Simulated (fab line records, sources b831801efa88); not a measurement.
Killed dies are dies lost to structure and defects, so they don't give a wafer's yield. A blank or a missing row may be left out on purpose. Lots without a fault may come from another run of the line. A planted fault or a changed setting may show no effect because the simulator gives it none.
Which tool did it? | flow gf180mcu | 11 lots, 33 wafers sampled, at 5 steps of a route of 602

WHAT THE GAUGES READ, wafer by wafer
GF_MVSD_TW_MEAS_11.
lot  | measured    | on            | MVSD_TW
L242 | day 4 16:40 | film_metro-02 | 1573 1576 1576
L243 | day 4 22:23 | film_metro-01 | 1572 1581 1589
L244 | day 5 01:50 | film_metro-01 | 1591 1588 1581
L247 | day 5 17:38 | film_metro-01 | 1585 1586 1582
L250 | day 6 14:41 | film_metro-01 | 1579 1586 1588
L251 | day 6 21:52 | film_metro-03 | 1592 1592 1587
L252 | day 7 01:54 | film_metro-01 | 1591 1587 1588
L253 | day 7 07:35 | film_metro-01 | 1595 1583 1581
L258 | day 8 11:05 | film_metro-03 | 1593 1594 1602
L260 | day 9 03:45 | film_metro-01 | 1590 1590 1595
L262 | day 9 10:26 | film_metro-01 | 1591 1592 1583

GF_VT_IMPLANT_TW_MEAS_32.
lot  | measured     | on            | VT_IMPLANT_3_TW
L242 | day 7 02:58  | film_metro-04 | 268.2 268.4 268.0
L243 | day 7 07:59  | film_metro-03 | 272.1 271.7 273.1
L244 | day 7 14:17  | film_metro-03 | 272.4 271.7 272.5
L247 | day 8 07:23  | film_metro-01 | 270.3 268.9 268.6
L250 | day 9 06:35  | film_metro-04 | 267.7 267.7 267.8
L251 | day 9 14:20  | film_metro-01 | 30.1 30.1 30.2
L252 | day 9 18:58  | film_metro-03 | 30.3 30.2 30.4
L253 | day 10 01:17 | film_metro-04 | 267.7 266.9 267.2
L258 | day 11 09:47 | film_metro-01 | 271.0 272.7 271.9
L260 | day 12 05:41 | film_metro-04 | 266.3 266.9 267.8
L262 | day 12 12:53 | film_metro-03 | 272.9 273.0 272.9

GF_VT_IMPLANT_OVL_MEAS_40.
lot  | measured     | on         | VT_IMPLANT_03_OVL (nm)
L242 | day 7 18:21  | overlay-01 | 2.0 2.3 2.3
L243 | day 7 23:32  | overlay-02 | -0.1 1.8 -0.1
L244 | day 8 05:23  | overlay-02 | 0.1 0.6 0.9
L247 | day 8 23:19  | overlay-01 | -0.4 -0.5 0.2
L250 | day 9 23:11  | overlay-01 | -1.6 -1.9 -0.3
L251 | day 10 08:08 | overlay-01 | 0.2 0.1 0.0
L252 | day 10 13:07 | overlay-01 | 0.8 1.3 0.6
L253 | day 10 19:22 | overlay-02 | 0.3 1.0 0.1
L258 | day 12 05:10 | overlay-01 | -1.1 -1.6 -2.0
L260 | day 13 00:58 | overlay-02 | 0.0 0.1 1.2
L262 | day 13 08:32 | overlay-01 | 1.7 1.8 1.0

WHICH TOOL RAN EACH LOT (tool, then ch and the chambers of the sampled wafers, then the start)
lot  | GF_VT_IMPLANT_STRIP_20               | GF_VT_IMPLANT_STRIP_31
L242 | plasma_asher-04 ch 0,1, day 6 11:52  | plasma_asher-04 ch 0,1, day 7 02:53
L243 | plasma_asher-03 ch 0,1, day 6 17:17  | plasma_asher-03 ch 0,1, day 7 07:53
L244 | plasma_asher-03 ch 0,1, day 6 22:31  | plasma_asher-04 ch 0,1, day 7 14:11
L247 | plasma_asher-03 ch 0,1, day 7 15:01  | plasma_asher-04 ch 0,1, day 8 07:17
L250 | plasma_asher-04 ch 0,1, day 8 14:05  | plasma_asher-04 ch 0,1, day 9 06:29
L251 | plasma_asher-04 ch 0,1, day 8 22:07  | plasma_asher-02 ch 0, day 9 14:14
L252 | plasma_asher-03 ch 0,1, day 9 02:17  | plasma_asher-03 ch 0,1, day 9 18:53
L253 | plasma_asher-04 ch 1, day 9 08:17    | plasma_asher-03 ch 0,1, day 10 01:11
L258 | plasma_asher-04 ch 0,1, day 10 15:11 | plasma_asher-02 ch 0, day 11 09:41
L260 | plasma_asher-02 ch 0,1, day 11 10:19 | plasma_asher-04 ch 0,1, day 12 05:36
L262 | plasma_asher-02 ch 0,1, day 11 17:14 | plasma_asher-03 ch 0,1, day 12 12:47
- GF_VT_IMPLANT_STRIP_20: strips in O2/N2.
- GF_VT_IMPLANT_STRIP_31: strips in O2/N2.

WHAT THE TOOLS THEMSELVES READ (means of the sampled wafers that have a number; where no wafer has one, the mark that the record gives instead)
GF_VT_IMPLANT_STRIP_20.
lot  | tool            | chamber_pressure_mTorr (mTorr) | drypump_motor_current_A (A) | heater_power_w (W) | oes_product_au (a.u.) | strip_time_to_endpoint_s (s)
L242 | plasma_asher-04 | 1501.0                         | 5.95                        | 374                | 0.714                 | 12.71
L243 | plasma_asher-03 | 1500.6                         | 5.72                        | 329                | 0.716                 | 12.62
L244 | plasma_asher-03 | 1499.7                         | 5.70                        | 328                | 0.718                 | 12.64
L247 | plasma_asher-03 | 1500.8                         | 5.57                        | 327                | 0.716                 | 12.67
L250 | plasma_asher-04 | 1499.0                         | 6.06                        | 360                | 0.718                 | 12.60
L251 | plasma_asher-04 | -                              | -                           | -                  | -                     | -
L252 | plasma_asher-03 | -                              | -                           | -                  | -                     | -
L253 | plasma_asher-04 | 1499.5                         | 5.82                        | 380                | 0.717                 | 12.64
L258 | plasma_asher-04 | 1501.0                         | 6.04                        | 361                | 0.710                 | 12.54
L260 | plasma_asher-02 | 1501.4                         | 6.03                        | 331                | 0.717                 | 12.61
L262 | plasma_asher-02 | 1499.5                         | 6.01                        | 332                | 0.717                 | 12.60

GF_VT_IMPLANT_STRIP_31.
lot  | tool            | chamber_pressure_mTorr (mTorr) | drypump_motor_current_A (A) | heater_power_w (W) | oes_product_au (a.u.) | strip_time_to_endpoint_s (s)
L242 | plasma_asher-04 | 1499.1                         | 6.04                        | 365                | 0.721                 | 12.64
L243 | plasma_asher-03 | 1499.9                         | 5.73                        | 321                | 0.714                 | 12.63
L244 | plasma_asher-04 | 1500.6                         | 6.05                        | 358                | 0.716                 | 12.70
L247 | plasma_asher-04 | 1499.6                         | 6.05                        | 356                | 0.722                 | 12.62
L250 | plasma_asher-04 | 1501.3                         | 6.06                        | 355                | 0.717                 | 12.65
L251 | plasma_asher-02 | 1500.2                         | 6.18                        | 374                | 0.720                 | 27.57
L252 | plasma_asher-03 | 1500.0                         | 5.58                        | 322                | 0.716                 | 27.63
L253 | plasma_asher-03 | 1499.7                         | 5.71                        | 328                | 0.715                 | 12.55
L258 | plasma_asher-02 | 1501.5                         | 6.19                        | 381                | 0.713                 | 12.62
L260 | plasma_asher-04 | 1500.1                         | 5.93                        | 368                | 0.718                 | 12.61
L262 | plasma_asher-03 | 1498.5                         | 5.59                        | 321                | 0.716                 | 12.62

THE ANSWER, worked out from the rows above alone
Rule: what is usual is taken from the lots themselves. Put in order of their means at a reading, lots are off if they are a third of the lots or fewer, leave a main group of 4 or more, and stand apart from it by a gap of 3 or more times the standard deviation of the main group's means; of several such gaps the widest counts. A main group whose means are all the same, to the digits that the tables above print for the reading, isn't used. A lot without any number at a reading at which 4 lots or more have one is off too. The other lots that the step has rows for count as sound. The gauges are gone through in route order, then the tools' own readings, and for those a lot's mean is taken as printed above. The first step at which some lot is off is used, and at that step the reading that is off furthest; a lot without a number counts as furthest.
Off: L251, L252, at GF_VT_IMPLANT_TW_MEAS_32 (VT_IMPLANT_3_TW). The main group: mean 269.9, standard deviation 2.3.
A tool fits if, at a process step before that reading, it ran every lot that is off, and no sound lot after the first of them. The gauges at GF_VT_IMPLANT_TW_MEAS_32 aren't tried: what is off there is off at GF_VT_IMPLANT_STRIP_20 too, on other tools, and a gauge's error can't cause that. None of those tried fits.

WHAT THE SIMULATOR HAD PUT IN
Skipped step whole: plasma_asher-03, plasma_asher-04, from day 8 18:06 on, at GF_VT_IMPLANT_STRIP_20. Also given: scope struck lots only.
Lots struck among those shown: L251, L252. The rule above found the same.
